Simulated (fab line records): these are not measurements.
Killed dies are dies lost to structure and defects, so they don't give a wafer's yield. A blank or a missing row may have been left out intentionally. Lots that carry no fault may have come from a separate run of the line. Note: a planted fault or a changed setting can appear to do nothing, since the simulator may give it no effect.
Chamber matching	flow sky130	SKY_CAP2M_CVD_00 on pecvd-01 has 3 sister chambers
The step deposits SiO2, target thk 15.5 nm. 18 wafers are shown with their chamber, then 9 later ones without.

## WAFERS, EACH WITH ITS CHAMBER
wafer	chamber	heater_power_w (W)
L074.2	2	757
L074.3	0	673
L074.5	1	728
L077.1	0	663
L077.2	2	767
L077.3	1	668
L078.1	0	606
L078.3	0	596
L078.6	2	681
L081.2	2	750
L081.4	2	763
L081.6	1	665
L083.1	1	723
L083.4	0	611
L083.5	1	718
L090.1	2	735
L090.2	0	657
L090.6	2	743

SIGNATURES, as means of the wafers listed above
reading	chamber 0	chamber 1	chamber 2	scatter within a chamber
heater_power_w	634.33	700.40	742.29	31.3
Rule: for a wafer and a chamber, the distance is found by dividing, reading by reading, the gap between the wafer's reading and the chamber's mean by the reading's scatter, squaring, summing and taking the root. If the next closest chamber is less than 2 further off than the closest, the wafer can't be placed; otherwise it belongs to the closest. How the scatter is found: for the shown wafers, subtract from each reading the mean of its chamber, square and add these, divide the total by (wafers less chambers), then take the root.

## WAFERS WHOSE CHAMBER IS MISSING
wafer	heater_power_w (W)
L092.2	772
L092.3	760
L092.4	628
L096.1	667
L096.3	687
L096.5	671
L097.2	595
L097.3	675
L097.5	760

## WHICH CHAMBER EACH ONE RAN IN
wafer	from the rows above	in truth
L092.2	can't be placed: 2 or 1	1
L092.3	can't be placed: 2 or 1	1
L092.4	0	0
L096.1	can't be placed: 0 or 1 or 2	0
L096.3	can't be placed: 1 or 0 or 2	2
L096.5	can't be placed: 1 or 0 or 2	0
L097.2	0	0
L097.3	can't be placed: 1 or 0 or 2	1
L097.5	can't be placed: 2 or 1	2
Correct placement for 2 of the 9. Can't be placed from these rows: 7 (the true chamber is among the candidates in 7). 0 placed wrongly.
